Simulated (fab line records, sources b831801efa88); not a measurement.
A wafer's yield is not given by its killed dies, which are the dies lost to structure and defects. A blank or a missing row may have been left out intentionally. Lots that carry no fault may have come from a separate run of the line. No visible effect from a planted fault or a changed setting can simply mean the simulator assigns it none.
The tool behind it: which one?	flow sky130	Sampling: 15 lots, 45 wafers, 2 of 708 route steps

## WHAT THE GAUGES READ, wafer by wafer
No reading from a measuring or inspecting step in the record can be judged against a usual standard deviation.

## WHICH TOOL RAN EACH LOT (tool, then ch and the chambers of the sampled wafers, then the start)
lot	SKY_METAL4_ETCH_17	SKY_PAD_OPEN_PROBE_99
L737	rieDiel-03 ch 0,1, day 42 01:23	-
L738	rieDiel-03 ch 0,2,3, day 42 06:01	-
L741	rieDiel-02 ch 0,2,3, day 43 20:27	-
L742	rieDiel-02 ch 1,2,3, day 44 08:05	-
L744	rieDiel-03 ch 1,2,3, day 44 14:39	-
L747	rieDiel-02 ch 1,2,3, day 45 02:38	-
L745	rieDiel-01 ch 0,3, day 45 04:32	-
L752	rieDiel-03 ch 1,2, day 45 23:18	-
L753	rieDiel-03 ch 1,2, day 46 04:22	prober-01, day 49 14:20
L754	rieDiel-03 ch 1,2, day 46 12:48	-
L755	rieDiel-02 ch 0,2,3, day 46 23:24	-
L756	rieDiel-02 ch 1,3, day 47 10:51	-
L758	rieDiel-02 ch 2,3, day 47 13:09	-
L757	rieDiel-01 ch 0,3, day 47 15:26	-
L759	rieDiel-01 ch 0,1,2, day 47 19:35	-
- SKY_METAL4_ETCH_17: etches SiO2 in C4F8/O2/Ar, stops on TiN, time 3.9 s, target depth 15 nm.
- SKY_PAD_OPEN_PROBE_99

## AS READ BY THE TOOLS THEMSELVES (means over the sampled wafers that have a number; for cases with no such wafer, the mark the record gives instead)
SKY_METAL4_ETCH_17. Usual: oesProductAu 0.754 a.u., standard deviation 0.0068; rfFwdPowerW 1470 W, standard deviation 7.5.
lot	tool	oesProductAu (a.u.)	rfFwdPowerW (W)	flag
L737	rieDiel-03	0.751	1476	
L738	rieDiel-03	0.760	1469	
L741	rieDiel-02	0.759	1471	
L742	rieDiel-02	0.756	1468	
L744	rieDiel-03	0.751	1468	
L747	rieDiel-02	0.757	1472	
L745	rieDiel-01	0.756	1471	
L752	rieDiel-03	0.762	1710	OFF
L753	rieDiel-03	0.756	1718	OFF
L754	rieDiel-03	0.755	1711	OFF
L755	rieDiel-02	0.755	1467	
L756	rieDiel-02	0.755	1462	
L758	rieDiel-02	0.749	1466	
L757	rieDiel-01	0.763	1474	
L759	rieDiel-01	0.754	1474	

SKY_PAD_OPEN_PROBE_99. Usual: defectLimitedYield 82.7 %, standard deviation 1.9; killed_at_M0_to_M3 43, standard deviation 6.8; killed_at_M4_up 3.0, standard deviation 1.8; killedAtContacts 23, standard deviation 5.4; killedAtFrontEnd 15, standard deviation 4.4; killedAtOther 0.3, standard deviation 0.51; killedDies 85, standard deviation 9.2; killedOpen 47, standard deviation 6.8; killedShort 39, standard deviation 6.8; sort_bin_3_pad_short 0.8 %, standard deviation 0.43; sort_bin_5_function 10.3 %, standard deviation 1.5; sort_bin_6_memory 6.2 %, standard deviation 0.96; sortNPass 407, standard deviation 9.2; sortYieldPct 82.7 %, standard deviation 1.9.
lot	tool	defectLimitedYield (%)	killed_at_M0_to_M3	killed_at_M4_up	killedAtContacts	killedAtFrontEnd	killedAtOther	killedDies	killedOpen	killedShort	sort_bin_3_pad_short (%)	sort_bin_5_function (%)	sort_bin_6_memory (%)	sortNPass	sortYieldPct (%)	flag
L753	prober-01	82.7	46	2.7	17	18	0.7	85	51	34	0.5	9.2	7.5	407	82.7	

## THE ANSWER, worked out from the rows above alone
Rule: lot off if the mean of its wafers having a number is beyond 3 standard deviations from the usual mean. Also off: a lot with no number at a reading for which 4 or more lots have one. Any other lot the step has rows for is counted as sound. Order of review: gauges by route order, followed by the tools' own readings, for which a lot's mean as printed above is used. At the first step where some lot is off, the reading lying furthest off is the one used; lots without a number count as furthest.
Off, at SKY_METAL4_ETCH_17 on rfFwdPowerW: L752, L753, L754.
If a tool, at that step or one of the process steps before it, ran each lot that is off and ran no sound lot following the first of them, it fits. One fits: SKY_METAL4_ETCH_17 on rieDiel-03. A fault onset in the window from L744 (day 44 14:39, its last sound lot) to L752 (day 45 23:18, its first lot off) fits.
On the lots that are off, the tool's own readings at SKY_METAL4_ETCH_17 differ by more than 5 times the standard deviation of the sound lots' means, which bears it out; rfFwdPowerW reads 1713 W there versus 1470 W on the sound lots.

## WHAT THE SIMULATOR PUT IN
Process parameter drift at SKY_METAL4_ETCH_17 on rieDiel-03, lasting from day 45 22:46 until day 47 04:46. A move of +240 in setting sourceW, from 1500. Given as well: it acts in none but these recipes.
Struck lots among those shown: L752, L753, L754. The same result came from the rule above.
